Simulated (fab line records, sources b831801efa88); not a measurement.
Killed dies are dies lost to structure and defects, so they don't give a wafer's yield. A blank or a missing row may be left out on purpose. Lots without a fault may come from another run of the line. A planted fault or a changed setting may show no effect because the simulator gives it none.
A struck lot beside a sound one | flow sky130 | 18 steps out of a route of 708
Sound: wafers L102.1, L102.5, L102.6. Struck: wafer L119.6. (L119.5 of the same lot was not struck and is left out.) The cause comes at the end.
At each step with rows: each side's tool, then ch and its chambers, then its first start. Under that, the readings that differ: sound wafers | struck wafers | difference of the means | sigmas: that difference in standard deviations of wafers without a fault.
alike: readings whose means differ by less than 2 such deviations, and words and numbers that are the same on both sides. not compared: withheld readings, readings that some wafer has no value for, bounds like >300 that may hide the same value, and numbers for which the record gives no deviation and whose values overlap.
The two part at a step that has a row with sigmas, a row that says differs or no value, or rows on one side only. Numbers that don't overlap but have no deviation are shown without sigmas and don't part them. A reading that every wafer of one side lacks parts them only if that side has two wafers or more.

SKY_VIA1_ETCH_15: etches SiO2 in C4F8/O2/Ar, stops on TiN, target depth 351 nm, time 54 s.
  sound on rie_diel-04 ch 0,1,2, day 35 20:46; struck on rie_diel-04 ch 3, day 41 00:35
  alike: oes_product_au
  not compared: rf_hours_counter_h
then, 4 steps without rows for these wafers: SKY_VIA1_STRIP_16 (strips in O2/N2); SKY_VIA1_STRIP_17 (strips in post etch residue remover, time 1200 s); SKY_VIA1_CLEAN_18 (cleans in IPA, time 180 s); SKY_VIA1_CLEAN_19 (cleans in O3/DIW).
SKY_VIA1_SPUTTER_20: material TiN, target thk 20 nm, time 80 s.
  sound on pvd_sputter-02, day 35 21:25; struck on pvd_sputter-02, day 41 01:15
  alike: throttle_valve_pct
then, 1 step without rows for these wafers: SKY_VIA1_CVD_21 (deposits W, target thk 270 nm, time 80.902 s).
SKY_VIA1_RS_MEAS_22: measures by four-point-probe.
  sound on film_metro-02, day 35 21:34; struck on film_metro-01, day 41 01:28
  reading            | sound             | struck | difference | sigmas
  VIA1_W_RS (ohm/sq) | 0.413 0.422 0.411 | 0.428  | +0.013     | +2
SKY_VIA1_THK_MEAS_23: measures by xrf.
  sound on film_metro-02, day 35 21:41; struck on film_metro-01, day 41 01:32
  alike: VIA1_W_THK
SKY_VIA1_CMP_24: polishes, stops on SiO2, t overpolish 15 s, target thk 0 nm.
  sound on cmp-02 ch 0,1,2, day 35 21:53; struck on cmp-02 ch 0, day 41 01:46
  alike: head_pressure_psi, motor_current_A, overpolish_run_s, platen_rpm, retaining_ring_pressure_frac, time_to_endpoint_s
then, 1 step without rows for these wafers: SKY_METAL2_SPUTTER_00 (material Ti, target thk 15 nm, time 10 s).
SKY_METAL2_SPUTTER_01: material TiN, target thk 20 nm, time 16.7 s.
  sound on pvd_sputter-03, day 35 22:04; struck on pvd_sputter-03, day 41 01:53
  alike: throttle_valve_pct
SKY_METAL2_SPUTTER_02: material AlCu, target thk 250 nm, time 13.3 s.
  sound on pvd_sputter-03, day 35 22:05; struck on pvd_sputter-03, day 41 01:55
  reading                                     | sound             | struck | difference | sigmas
  model.AlCu_of_METAL2_SPUTTER_02.thk_nm (nm) | 248.1 249.1 249.2 | 237.4  | -11.4      |
  alike: throttle_valve_pct
then, 1 step without rows for these wafers: SKY_METAL2_SPUTTER_03 (material Ti, target thk 5 nm, time 3.3 s).
SKY_METAL2_SPUTTER_04: material TiN, target thk 70 nm, time 58.3 s.
  sound on pvd_sputter-03, day 35 22:08; struck on pvd_sputter-03, day 41 01:58
  alike: throttle_valve_pct
SKY_METAL2_RS_MEAS_05: measures by four-point-probe.
  sound on film_metro-04, day 35 22:11; struck on film_metro-01, day 41 02:22
  reading                 | sound                | struck | difference | sigmas
  METAL2_ALCU_RS (ohm/sq) | 0.1277 0.1273 0.1271 | 0.1337 | +0.0063    | +5
  not compared: hold
SKY_METAL2_THK_MEAS_06: measures by xrf.
  sound on film_metro-04, day 35 22:18; struck on film_metro-01, day 41 04:26
  reading              | sound             | struck | difference | sigmas
  METAL2_ALCU_THK (nm) | 247.5 248.0 249.0 | 239.4  | -8.8       | -3
  not compared: hold
-- the record jumps here: 10 days lie between the struck wafers' starts before and after (it left off in module METAL2 and takes up again in module PAD_OPEN, whose first step shown is number 708 of the route) --
SKY_PAD_OPEN_PROBE_99:
  sound on prober-01, day 47 04:17; struck on prober-01, day 50 22:46
  reading                    | sound                | struck | difference | sigmas
  sort_bin_6_memory (%)      | 5.5 5.3 5.9          | 8.5    | +2.9       | +2
  model.etest.met2.rs_ohm_sq | 0.1315 0.1281 0.1304 | 0.1342 | +0.0042    |
  alike: defect_limited_yield, killed_at_M0_to_M3, killed_at_M4_up, killed_at_contacts, killed_at_front_end, killed_at_other, killed_dies, killed_open, killed_short, sort_bin_3_pad_short, sort_bin_5_function, sort_n_pass, sort_yield_pct
  not compared: model.etest.met2.line_ohm_um

WHERE THEY PART
First at SKY_VIA1_RS_MEAS_22; last, within this record, at SKY_PAD_OPEN_PROBE_99.

WHY: what the simulator had put in
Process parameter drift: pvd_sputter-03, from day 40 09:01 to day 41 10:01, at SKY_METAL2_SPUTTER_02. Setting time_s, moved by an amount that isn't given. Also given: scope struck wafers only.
